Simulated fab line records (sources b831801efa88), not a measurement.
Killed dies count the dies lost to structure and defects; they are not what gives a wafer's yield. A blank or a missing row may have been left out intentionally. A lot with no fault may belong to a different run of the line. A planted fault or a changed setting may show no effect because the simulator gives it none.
What tool caused it?	flow sky130	72 wafers from 24 lots sampled at 6 of the route's 708 steps

== WHAT THE GAUGES SHOWED, per wafer ==
SKY_VIA3_BOW_MEAS_03. Usual: VIA3_BOW typically reads 78 um, with standard deviation 7.5.
lot	measured	on	VIA3_BOW (um)	flag
L074	day 38 14:21	film-metro-02	87 65 79	
L075	day 38 22:42	film-metro-02	78 72 83	
L076	day 39 08:26	film-metro-02	86 78 92	
L077	day 39 17:13	film-metro-01	66 78 79	
L079	day 39 17:32	film-metro-01	77 93 77	
L078	day 39 21:26	film-metro-01	58 72 70	
L081	day 40 12:29	film-metro-02	78 71 64	
L080	day 40 15:30	film-metro-02	81 80 76	
L082	day 41 01:18	film-metro-02	83 80 83	
L083	day 41 05:19	film-metro-02	75 72 79	
L084	day 41 14:08	film-metro-01	88 83 83	
L085	day 41 22:57	film-metro-03	83 75 83	
L086	day 42 05:55	film-metro-01	80 70 65	
L087	day 42 10:05	film-metro-03	86 82 85	
L088	day 42 21:56	film-metro-01	77 94 73	
L089	day 43 00:51	film-metro-01	74 68 77	
L090	day 43 02:59	film-metro-01	81 81 86	
L091	day 43 16:40	film-metro-02	74 87 74	
L092	day 43 21:33	film-metro-02	62 70 78	
L093	day 44 06:05	film-metro-01	87 85 81	
L094	day 44 08:28	film-metro-03	81 82 83	
L095	day 44 18:18	film-metro-03	72 81 82	
L096	day 44 21:17	film-metro-02	68 70 79	
L097	day 44 22:31	film-metro-01	80 83 66	

SKY_METAL5_RS_MEAS_05: uses a four-point probe to measure. Usual: METAL5_ALCU_RS typically reads 0.02711 ohm/sq, with standard deviation 0.00024.
lot	measured	on	METAL5_ALCU_RS (ohm/sq)	flag
L074	day 42 21:31	film-metro-01	0.02678 0.02674 0.02679	
L075	day 43 06:02	film-metro-01	0.02721 0.02694 0.02708	
L076	day 43 14:07	film-metro-01	0.02724 0.02741 0.02701	
L077	day 43 23:04	film-metro-03	0.02745 0.02751 0.02747	
L079	day 43 23:16	film-metro-04	0.02717 0.02729 0.02721	
L078	day 44 02:36	film-metro-04	0.02698 0.02681 0.02705	
L081	day 44 14:33	film-metro-01	0.02676 0.02696 0.02703	
L080	day 44 19:07	film-metro-01	0.02729 0.02726 0.02747	
L082	day 45 03:34	film-metro-01	0.02721 0.02691 0.02715	
L083	day 45 07:11	film-metro-03	0.02724 0.02735 0.02716	
L084	day 45 14:59	film-metro-04	0.02738 0.02721 0.02732	
L085	day 45 22:07	film-metro-04	0.02665 0.02681 0.02686	
L086	day 46 04:32	film-metro-01	0.02679 0.0269 0.02688	
L087	day 46 09:04	film-metro-04	0.0269 0.027 0.02681	
L088	day 46 18:32	film-metro-01	0.02719 0.02702 0.02716	
L089	day 46 20:35	film-metro-04	0.02751 0.02744 0.02713	
L090	day 46 23:12	film-metro-01	0.02721 0.02702 0.02722	
L091	day 47 10:46	film-metro-01	0.02691 0.02696 0.02706	
L092	day 47 16:02	film-metro-01	0.02753 0.02731 0.02712	
L093	day 47 22:00	film-metro-03	0.02738 0.0275 0.02747	
L094	day 48 00:39	film-metro-04	0.02688 0.02713 0.02731	
L095	day 48 08:08	film-metro-04	0.02675 0.02699 0.02679	
L096	day 48 11:44	film-metro-03	0.02726 0.0274 0.02742	
L097	day 48 13:06	film-metro-01	0.02695 0.02699 0.02698	

== WHICH TOOL RAN EACH LOT (tool, then ch and the chambers of the sampled wafers, then the start) ==
lot	SKY_METAL2_ETCH_18	SKY_VIA3_ETCH_14	SKY_METAL4_SPUTTER_02	SKY_METAL5_SPUTTER_03
L074	rie-metal-02 ch 0, day 35 03:25	rie-diel-01 ch 1,2,3, day 39 15:55	pvd-sputter-02, day 39 17:19	pvd-sputter-02, day 42 21:25
L075	rie-metal-04 ch 0,1, day 35 12:22	rie-diel-02 ch 0,1,3, day 39 23:58	pvd-sputter-04, day 40 01:22	pvd-sputter-03, day 43 05:56
L076	rie-metal-04 ch 0,1, day 35 22:10	rie-diel-01 ch 0,2,3, day 40 09:04	pvd-sputter-02, day 40 10:30	pvd-sputter-03, day 43 14:03
L077	rie-metal-02 ch 0,1, day 36 07:05	rie-diel-03 ch 0,2,3, day 40 18:02	pvd-sputter-01, day 40 19:31	pvd-sputter-01, day 43 22:58
L079	rie-metal-03 ch 0,1, day 36 07:49	rie-diel-01 ch 0,2,3, day 40 18:41	pvd-sputter-01, day 40 20:13	pvd-sputter-03, day 43 23:11
L078	rie-metal-02 ch 0,1, day 36 10:37	rie-diel-02 ch 1,2,3, day 40 22:29	pvd-sputter-02, day 40 23:56	pvd-sputter-01, day 44 02:29
L081	rie-metal-04 ch 0,1, day 37 03:28	rie-diel-02 ch 1,2,3, day 41 12:49	pvd-sputter-01, day 41 14:13	pvd-sputter-03, day 44 14:28
L080	rie-metal-03 ch 0,1, day 37 06:05	rie-diel-01 ch 1,2,3, day 41 16:37	pvd-sputter-01, day 41 18:02	pvd-sputter-03, day 44 19:01
L082	rie-metal-02 ch 0,1, day 37 16:31	rie-diel-01 ch 1,2,3, day 42 01:19	pvd-sputter-01, day 42 02:50	pvd-sputter-01, day 45 03:28
L083	rie-metal-03 ch 0,1, day 37 21:10	rie-diel-02 ch 1,2,3, day 42 05:23	pvd-sputter-04, day 42 06:48	pvd-sputter-01, day 45 07:06
L084	rie-metal-04 ch 0,1, day 38 05:44	rie-diel-02 ch 0,2, day 42 14:05	pvd-sputter-04, day 42 17:19	pvd-sputter-01, day 45 14:55
L085	rie-metal-02 ch 0,1, day 38 15:58	rie-diel-03 ch 0,1,3, day 42 23:02	pvd-sputter-04, day 43 00:27	pvd-sputter-03, day 45 22:01
L086	rie-metal-04 ch 0,1, day 38 23:11	rie-diel-01 ch 1,3, day 43 05:47	pvd-sputter-04, day 43 07:18	pvd-sputter-02, day 46 04:26
L087	rie-metal-04 ch 0,1, day 39 04:05	rie-diel-03 ch 0,2,3, day 43 10:01	pvd-sputter-02, day 43 11:52	pvd-sputter-02, day 46 08:59
L088	rie-metal-03 ch 0,1, day 39 15:14	rie-diel-02 ch 1,3, day 43 21:23	pvd-sputter-02, day 43 22:50	pvd-sputter-03, day 46 18:26
L089	rie-metal-04 ch 0,1, day 39 19:37	rie-diel-02 ch 2,3, day 43 23:31	pvd-sputter-02, day 44 00:55	pvd-sputter-02, day 46 20:29
L090	rie-metal-03 ch 0,1, day 39 21:26	rie-diel-03 ch 0,2,3, day 44 01:32	pvd-sputter-04, day 44 02:59	pvd-sputter-02, day 46 23:08
L091	rie-metal-03 ch 0,1, day 40 12:04	rie-diel-02 ch 0,2,3, day 44 14:43	pvd-sputter-04, day 44 16:07	pvd-sputter-02, day 47 10:41
L092	rie-metal-02 ch 0,1, day 40 17:40	rie-diel-02 ch 0,1, day 44 20:17	pvd-sputter-02, day 44 21:41	pvd-sputter-01, day 47 15:58
L093	rie-metal-04 ch 0,1, day 41 01:13	rie-diel-01 ch 0,1,2, day 45 03:58	pvd-sputter-01, day 45 05:22	pvd-sputter-01, day 47 21:56
L094	rie-metal-04 ch 0,1, day 41 05:43	rie-diel-03 ch 0,1,2, day 45 06:40	pvd-sputter-01, day 45 08:04	pvd-sputter-02, day 48 00:35
L095	rie-metal-04 ch 0,1, day 41 15:41	rie-diel-01 ch 2,3, day 45 15:55	pvd-sputter-01, day 45 17:19	pvd-sputter-02, day 48 08:02
L096	rie-metal-03 ch 0,1, day 41 17:35	rie-diel-01 ch 1,2,3, day 45 18:31	pvd-sputter-04, day 45 20:16	pvd-sputter-02, day 48 11:41
L097	rie-metal-02 ch 0,1, day 41 20:40	rie-diel-01 ch 1,2,3, day 45 20:28	pvd-sputter-01, day 45 21:52	pvd-sputter-02, day 48 13:01
- SKY_METAL2_ETCH_18: etches BARC in N2/H2, stops on SiO2, time 45.9 s, target depth 60 nm.
- SKY_VIA3_ETCH_14: etches BARC in N2/H2, stops on SiO2, time 45.9 s, target depth 60 nm.
- SKY_METAL4_SPUTTER_02: material AlCu, target thk 735 nm, time 39.1 s.
- SKY_METAL5_SPUTTER_03: material Ti, target thk 5 nm, time 3.3 s.

== WHAT THE TOOLS THEMSELVES READ (means of the sampled wafers that have a number; where no wafer has one, the mark that the record gives instead) ==
SKY_METAL2_ETCH_18. Usual: drypump-motor-current-A 5.6 A, standard deviation 0.63; h2-flow-sccm 200.0 sccm, standard deviation 0.6; oes-product-au 0.854 a.u., standard deviation 0.0048; throttle-valve-pct 13.225 %, standard deviation 0.0093.
lot	tool	drypump-motor-current-A (A)	h2-flow-sccm (sccm)	oes-product-au (a.u.)	throttle-valve-pct (%)	flag
L074	rie-metal-02	5.4	199.7	0.861	13.226	
L075	rie-metal-04	5.7	200.4	0.852	13.220	
L076	rie-metal-04	5.7	199.8	0.857	13.223	
L077	rie-metal-02	5.2	200.6	0.857	13.212	
L079	rie-metal-03	5.6	199.2	0.854	13.227	
L078	rie-metal-02	5.0	199.9	0.858	13.210	
L081	rie-metal-04	6.2	200.1	0.855	13.223	
L080	rie-metal-03	5.6	199.8	0.855	13.230	
L082	rie-metal-02	5.0	199.7	0.853	13.215	
L083	rie-metal-03	5.5	199.8	0.854	13.224	
L084	rie-metal-04	5.7	199.9	0.853	13.235	
L085	rie-metal-02	5.2	200.0	0.856	13.231	
L086	rie-metal-04	6.2	200.3	0.853	13.230	
L087	rie-metal-04	5.7	199.6	0.857	13.229	
L088	rie-metal-03	5.6	200.9	0.855	13.225	
L089	rie-metal-04	5.7	200.6	0.859	13.219	
L090	rie-metal-03	5.6	200.0	0.851	13.222	
L091	rie-metal-03	5.6	200.1	0.857	13.229	
L092	rie-metal-02	5.0	200.4	0.853	13.230	
L093	rie-metal-04	6.2	200.7	0.860	13.231	
L094	rie-metal-04	5.7	200.0	0.850	13.223	
L095	rie-metal-04	6.2	199.8	0.850	13.229	
L096	rie-metal-03	5.6	199.7	0.854	13.228	
L097	rie-metal-02	5.2	199.7	0.854	13.227	

SKY_VIA3_ETCH_14. Usual: drypump-motor-current-A 6.0 A, standard deviation 0.32; h2-flow-sccm 200.0 sccm, standard deviation 0.61; oes-product-au 0.855 a.u., standard deviation 0.0047; throttle-valve-pct 13.225 %, standard deviation 0.0094.
lot	tool	drypump-motor-current-A (A)	h2-flow-sccm (sccm)	oes-product-au (a.u.)	throttle-valve-pct (%)	flag
L074	rie-diel-01	6.0	199.5	0.851	13.222	
L075	rie-diel-02	6.0	200.2	0.854	13.235	
L076	rie-diel-01	6.1	200.3	0.851	13.221	
L077	rie-diel-03	6.2	199.9	0.851	13.224	
L079	rie-diel-01	6.1	200.2	0.859	13.225	
L078	rie-diel-02	6.1	200.4	0.860	13.233	
L081	rie-diel-02	6.1	199.9	0.854	13.223	
L080	rie-diel-01	6.0	199.7	0.857	13.228	
L082	rie-diel-01	6.0	200.0	0.856	13.227	
L083	rie-diel-02	6.1	199.3	0.856	13.217	
L084	rie-diel-02	5.9	199.7	0.864	13.221	
L085	rie-diel-03	6.1	200.3	0.850	13.219	
L086	rie-diel-01	5.8	199.9	0.853	13.228	
L087	rie-diel-03	6.2	200.1	0.851	13.217	
L088	rie-diel-02	6.0	200.2	0.854	13.231	
L089	rie-diel-02	6.0	199.9	0.857	13.215	
L090	rie-diel-03	6.2	199.9	0.859	13.229	
L091	rie-diel-02	5.9	199.8	0.856	13.226	
L092	rie-diel-02	6.1	199.8	0.851	13.220	
L093	rie-diel-01	5.7	199.9	0.857	13.222	
L094	rie-diel-03	6.0	200.4	0.850	13.222	
L095	rie-diel-01	6.2	200.7	0.851	13.220	
L096	rie-diel-01	6.0	199.8	0.857	13.224	
L097	rie-diel-01	6.0	199.4	0.849	13.229	

SKY_METAL4_SPUTTER_02. Usual: throttle-valve-pct 29.8 %, standard deviation 1.1.
lot	tool	throttle-valve-pct (%)	flag
L074	pvd-sputter-02	28.7	
L075	pvd-sputter-04	30.5	
L076	pvd-sputter-02	29.1	
L077	pvd-sputter-01	29.4	
L079	pvd-sputter-01	29.5	
L078	pvd-sputter-02	29.4	
L081	pvd-sputter-01	29.9	
L080	pvd-sputter-01	29.6	
L082	pvd-sputter-01	29.2	
L083	pvd-sputter-04	30.8	
L084	pvd-sputter-04	31.7	
L085	pvd-sputter-04	30.8	
L086	pvd-sputter-04	30.7	
L087	pvd-sputter-02	28.9	
L088	pvd-sputter-02	29.6	
L089	pvd-sputter-02	28.7	
L090	pvd-sputter-04	31.7	
L091	pvd-sputter-04	30.8	
L092	pvd-sputter-02	29.2	
L093	pvd-sputter-01	29.7	
L094	pvd-sputter-01	30.0	
L095	pvd-sputter-01	30.1	
L096	pvd-sputter-04	30.0	
L097	pvd-sputter-01	29.6	

SKY_METAL5_SPUTTER_03. Usual: throttle-valve-pct 29.6 %, standard deviation 0.9.
lot	tool	throttle-valve-pct (%)	flag
L074	pvd-sputter-02	29.3	
L075	pvd-sputter-03	30.6	
L076	pvd-sputter-03	29.8	
L077	pvd-sputter-01	29.5	
L079	pvd-sputter-03	30.7	
L078	pvd-sputter-01	30.0	
L081	pvd-sputter-03	29.8	
L080	pvd-sputter-03	29.9	
L082	pvd-sputter-01	29.7	
L083	pvd-sputter-01	29.6	
L084	pvd-sputter-01	29.1	
L085	pvd-sputter-03	30.5	
L086	pvd-sputter-02	28.4	
L087	pvd-sputter-02	28.3	
L088	pvd-sputter-03	30.5	
L089	pvd-sputter-02	29.8	
L090	pvd-sputter-02	29.4	
L091	pvd-sputter-02	28.2	
L092	pvd-sputter-01	29.9	
L093	pvd-sputter-01	29.6	
L094	pvd-sputter-02	29.3	
L095	pvd-sputter-02	28.8	
L096	pvd-sputter-02	29.1	
L097	pvd-sputter-02	29.7	

== THE ANSWER, worked out from the rows above alone ==
Rule: a lot is off if the mean of its wafers that have a number lies more than 3 standard deviations from the usual mean. A lot without any number at a reading at which 4 lots or more have one is off too. All remaining lots with rows at the step are treated as sound. The gauges are gone through in route order, then the tools' own readings, and for those a lot's mean is taken as printed above. The first step at which some lot is off is used, and at that step the reading that is off furthest; a lot without a number counts as furthest.
No lot is off at any reading shown: from this, nothing can be told.

== WHAT WAS PUT IN BY THE SIMULATOR ==
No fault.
